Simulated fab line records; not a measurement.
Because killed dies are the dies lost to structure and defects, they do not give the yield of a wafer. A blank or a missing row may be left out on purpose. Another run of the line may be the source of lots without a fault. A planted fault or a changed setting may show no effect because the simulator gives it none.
Chamber matching || flow sky130 || cmp-01 running SKY_VIA4_CMP_21: 4 sister chambers
The step polishes, stops on SiO2, t overpolish 25 s, target thk 0 nm. 14 wafers are shown with their chamber, then 7 later ones without.

EACH WAFER AND ITS CHAMBER
{"wafer": "L377.1", "chamber": 2, "motor current A (A)": 12.3, "time to endpoint s (s)": 119, "slurry filter dp kPa (kPa)": 13.61}
{"wafer": "L377.4", "chamber": 3, "motor current A (A)": 13.7, "time to endpoint s (s)": 118, "slurry filter dp kPa (kPa)": 13.39}
{"wafer": "L377.6", "chamber": 2, "motor current A (A)": 11.9, "time to endpoint s (s)": 120, "slurry filter dp kPa (kPa)": 13.43}
{"wafer": "L378.1", "chamber": 3, "motor current A (A)": 15.1, "time to endpoint s (s)": 126, "slurry filter dp kPa (kPa)": 13.78}
{"wafer": "L378.5", "chamber": 3, "motor current A (A)": 15.4, "time to endpoint s (s)": 130, "slurry filter dp kPa (kPa)": 13.43}
{"wafer": "L378.6", "chamber": 2, "motor current A (A)": 12.4, "time to endpoint s (s)": 119, "slurry filter dp kPa (kPa)": 13.41}
{"wafer": "L381.2", "chamber": 3, "motor current A (A)": 15.0, "time to endpoint s (s)": 120, "slurry filter dp kPa (kPa)": 13.67}
{"wafer": "L381.5", "chamber": 1, "motor current A (A)": 11.8, "time to endpoint s (s)": 122, "slurry filter dp kPa (kPa)": 13.55}
{"wafer": "L381.6", "chamber": 0, "motor current A (A)": 12.1, "time to endpoint s (s)": 128, "slurry filter dp kPa (kPa)": 13.52}
{"wafer": "L391.2", "chamber": 1, "motor current A (A)": 11.2, "time to endpoint s (s)": 124, "slurry filter dp kPa (kPa)": 13.20}
{"wafer": "L391.3", "chamber": 3, "motor current A (A)": 14.5, "time to endpoint s (s)": 125, "slurry filter dp kPa (kPa)": 13.59}
{"wafer": "L391.6", "chamber": 3, "motor current A (A)": 14.2, "time to endpoint s (s)": 125, "slurry filter dp kPa (kPa)": 13.34}
{"wafer": "L392.1", "chamber": 1, "motor current A (A)": 11.5, "time to endpoint s (s)": 128, "slurry filter dp kPa (kPa)": 13.37}
{"wafer": "L392.2", "chamber": 3, "motor current A (A)": 14.4, "time to endpoint s (s)": 129, "slurry filter dp kPa (kPa)": 13.34}

SIGNATURES (means of the wafers above)
{"reading": "motor current A", "chamber 0": 12.100, "chamber 1": 11.500, "chamber 2": 12.200, "chamber 3": 14.614, "scatter within a chamber": 0.489}
{"reading": "time to endpoint s", "chamber 0": 128.00, "chamber 1": 124.67, "chamber 2": 119.33, "chamber 3": 124.71, "scatter within a chamber": 3.67}
{"reading": "slurry filter dp kPa", "chamber 0": 13.5200, "chamber 1": 13.3733, "chamber 2": 13.4833, "chamber 3": 13.5057, "scatter within a chamber": 0.164}
Rule: a wafer lies at a distance from a chamber equal to the root of the sum of squares, over the readings, of (its reading less the chamber's mean, divided by the reading's scatter). The wafer belongs to the nearest chamber; if the next one is less than 2 further off, it can't be placed. How the scatter is found: for the shown wafers, subtract from each reading the mean of its chamber, square and add these, divide the total by (wafers less chambers), then take the root.

WAFERS WHOSE CHAMBER IS MISSING
{"wafer": "L392.3", "motor current A (A)": 11.7, "time to endpoint s (s)": 125, "slurry filter dp kPa (kPa)": 13.55}
{"wafer": "L394.1", "motor current A (A)": 12.4, "time to endpoint s (s)": 128, "slurry filter dp kPa (kPa)": 13.47}
{"wafer": "L394.3", "motor current A (A)": 11.5, "time to endpoint s (s)": 128, "slurry filter dp kPa (kPa)": 13.65}
{"wafer": "L394.4", "motor current A (A)": 14.2, "time to endpoint s (s)": 120, "slurry filter dp kPa (kPa)": 13.63}
{"wafer": "L398.1", "motor current A (A)": 12.2, "time to endpoint s (s)": 124, "slurry filter dp kPa (kPa)": 13.54}
{"wafer": "L398.4", "motor current A (A)": 11.2, "time to endpoint s (s)": 131, "slurry filter dp kPa (kPa)": 13.70}
{"wafer": "L398.6", "motor current A (A)": 11.9, "time to endpoint s (s)": 121, "slurry filter dp kPa (kPa)": 13.43}

THE CHAMBER EACH PASSED THROUGH
{"wafer": "L392.3", "from the rows above": "can't be placed: 1 or 0 or 2", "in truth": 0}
{"wafer": "L394.1", "from the rows above": "can't be placed: 0 or 1 or 2", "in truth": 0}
{"wafer": "L394.3", "from the rows above": "can't be placed: 0 or 1 or 2", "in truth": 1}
{"wafer": "L394.4", "from the rows above": 3, "in truth": 3}
{"wafer": "L398.1", "from the rows above": "can't be placed: 0 or 2 or 1", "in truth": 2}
{"wafer": "L398.4", "from the rows above": "can't be placed: 0 or 1 or 2", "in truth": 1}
{"wafer": "L398.6", "from the rows above": "can't be placed: 2 or 1 or 0", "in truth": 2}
Correctly placed: 1 of 7. These rows do not allow placing 6 (true chamber among the candidates in 6). Wrongly placed: 0.
